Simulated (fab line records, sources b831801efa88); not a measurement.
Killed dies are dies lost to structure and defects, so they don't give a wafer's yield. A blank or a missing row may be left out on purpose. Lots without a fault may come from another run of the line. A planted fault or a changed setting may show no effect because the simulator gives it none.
Which tool did it? | flow gf180mcu | 6 lots, 18 wafers sampled, at 3 steps of a route of 602

WHAT THE GAUGES READ, wafer by wafer
GF_SALICIDE_RS_MEAS_04: measures by four-point-probe.
lot  | measured     | on            | SALICIDE_TIN_RS (ohm/sq)
L920 | day 15 12:36 | film_metro-01 | 16.56 16.38 16.51
L922 | day 16 06:43 | film_metro-01 | 16.07 15.87 16.08
L925 | day 17 07:19 | film_metro-01 | 15.95 15.80 15.77
L931 | day 19 17:55 | film_metro-01 | 16.42 16.55 16.09
L935 | day 21 08:13 | film_metro-02 | 16.45 16.46 16.50
L937 | day 21 19:14 | film_metro-01 | 15.93 15.88 15.96

WHICH TOOL RAN EACH LOT (tool, then ch and the chambers of the sampled wafers, then the start)
lot  | GF_HV_LDD_STRIP_37                   | GF_SALICIDE_SPUTTER_02
L920 | plasma_asher-01 ch 0,1, day 11 21:59 | pvd_sputter-04, day 15 12:33
L922 | plasma_asher-03 ch 0,1, day 12 12:05 | pvd_sputter-02, day 16 06:40
L925 | plasma_asher-03 ch 0,1, day 13 11:53 | pvd_sputter-02, day 17 07:15
L931 | plasma_asher-03 ch 0,1, day 15 15:38 | pvd_sputter-02, day 19 17:50
L935 | plasma_asher-01 ch 0,1, day 17 02:21 | pvd_sputter-02, day 21 08:10
L937 | plasma_asher-01 ch 0,1, day 17 13:58 | pvd_sputter-02, day 21 19:11
- GF_HV_LDD_STRIP_37: strips in O2/N2.
- GF_SALICIDE_SPUTTER_02: material Co, target thk 10 nm, time 20 s.

THE ANSWER, worked out from the rows above alone
Rule: what is usual is taken from the lots themselves. Put in order of their means at a reading, lots are off if they are a third of the lots or fewer, leave a main group of 4 or more, and stand apart from it by a gap of 3 or more times the standard deviation of the main group's means; of several such gaps the widest counts. A main group whose means are all the same, to the digits that the tables above print for the reading, isn't used. A lot without any number at a reading at which 4 lots or more have one is off too. The other lots that the step has rows for count as sound.
No lot is off at any reading shown: from this, nothing can be told.

WHAT THE SIMULATOR HAD PUT IN
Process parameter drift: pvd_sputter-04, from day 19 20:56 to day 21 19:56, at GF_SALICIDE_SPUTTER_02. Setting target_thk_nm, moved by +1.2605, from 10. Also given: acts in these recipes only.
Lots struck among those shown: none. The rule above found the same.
